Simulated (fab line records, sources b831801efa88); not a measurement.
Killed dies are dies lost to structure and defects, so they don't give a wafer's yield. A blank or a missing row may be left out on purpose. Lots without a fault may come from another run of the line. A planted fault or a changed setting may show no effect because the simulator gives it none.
A struck lot beside a sound one | flow sky130 | 14 steps out of a route of 708
Sound: wafers L297.1, L297.5, L297.6. Struck: wafers L294.2, L294.4, L294.5. The cause comes at the end.
At each step with rows: each side's tool, then ch and its chambers, then its first start. Under that, the readings that differ: sound wafers | struck wafers | difference of the means | sigmas: that difference in standard deviations of wafers without a fault.
alike: readings whose means differ by less than 2 such deviations, and words and numbers that are the same on both sides. not compared: withheld readings, readings that some wafer has no value for, bounds like >300 that may hide the same value, and numbers for which the record gives no deviation and whose values overlap.
The two part at a step that has a row with sigmas, a row that says differs or no value, or rows on one side only. Numbers that don't overlap but have no deviation are shown without sigmas and don't part them. A reading that every wafer of one side lacks parts them only if that side has two wafers or more.

first, 4 steps without rows for these wafers: SKY_DNWELL_EXPOSE_04 (exposes mask DNM, target cd 3000 nm); SKY_DNWELL_PEB_05; SKY_DNWELL_DEVELOP_06 (develop time 60 s); SKY_DNWELL_IMPLANT_07.
SKY_DNWELL_STRIP_08: strips in O2/N2.
  sound on plasma_asher-01 ch 0,1, day 7 22:56; struck on plasma_asher-04 ch 0,1, day 7 05:11
  reading                      | sound             | struck            | difference | sigmas
  strip_time_to_endpoint_s (s) | 36.77 36.76 36.91 | 37.12 36.97 36.96 | +0.20      | +2
  alike: drypump_motor_current_A, oes_product_au
  not compared: rf_hours_counter_h
SKY_DNWELL_TW_MEAS_09:
  sound on film_metro-04, day 7 23:02; struck on film_metro-02, day 7 05:18
  alike: DNWELL_TW
then, 6 steps without rows for these wafers: SKY_PWDE_DEHYDRATE_00 (time 60 s); SKY_PWDE_HMDS_01 (prime time 60 s); SKY_PWDE_COAT_02 (resist thk 3000 nm); SKY_PWDE_SOFTBAKE_03; SKY_PWDE_EXPOSE_04 (exposes mask PWDEM, target cd 840 nm); SKY_PWDE_PEB_05.
SKY_PWDE_DEVELOP_06: develop time 60 s.
  sound on litho_track-04 ch 0, day 8 18:00; struck on litho_track-04, day 8 01:00
  no value came back on the struck wafers for chill_plate_temp_C (C), develop_time_s (s); on the sound wafers chill_plate_temp_C (C) reads 23.13 23.12 23.22
SKY_PWDE_OVL_MEAS_07:
  sound on overlay-02, day 8 18:53; struck on overlay-02, day 8 01:56
  reading       | sound         | struck | difference                    | sigmas
  PWDE_OVL (nm) | -0.1 1.5 -0.3 | - - -  | no value on the struck wafers |

WHERE THEY PART
First at SKY_DNWELL_STRIP_08; last, within this record, at SKY_PWDE_OVL_MEAS_07.

WHY: what the simulator had put in
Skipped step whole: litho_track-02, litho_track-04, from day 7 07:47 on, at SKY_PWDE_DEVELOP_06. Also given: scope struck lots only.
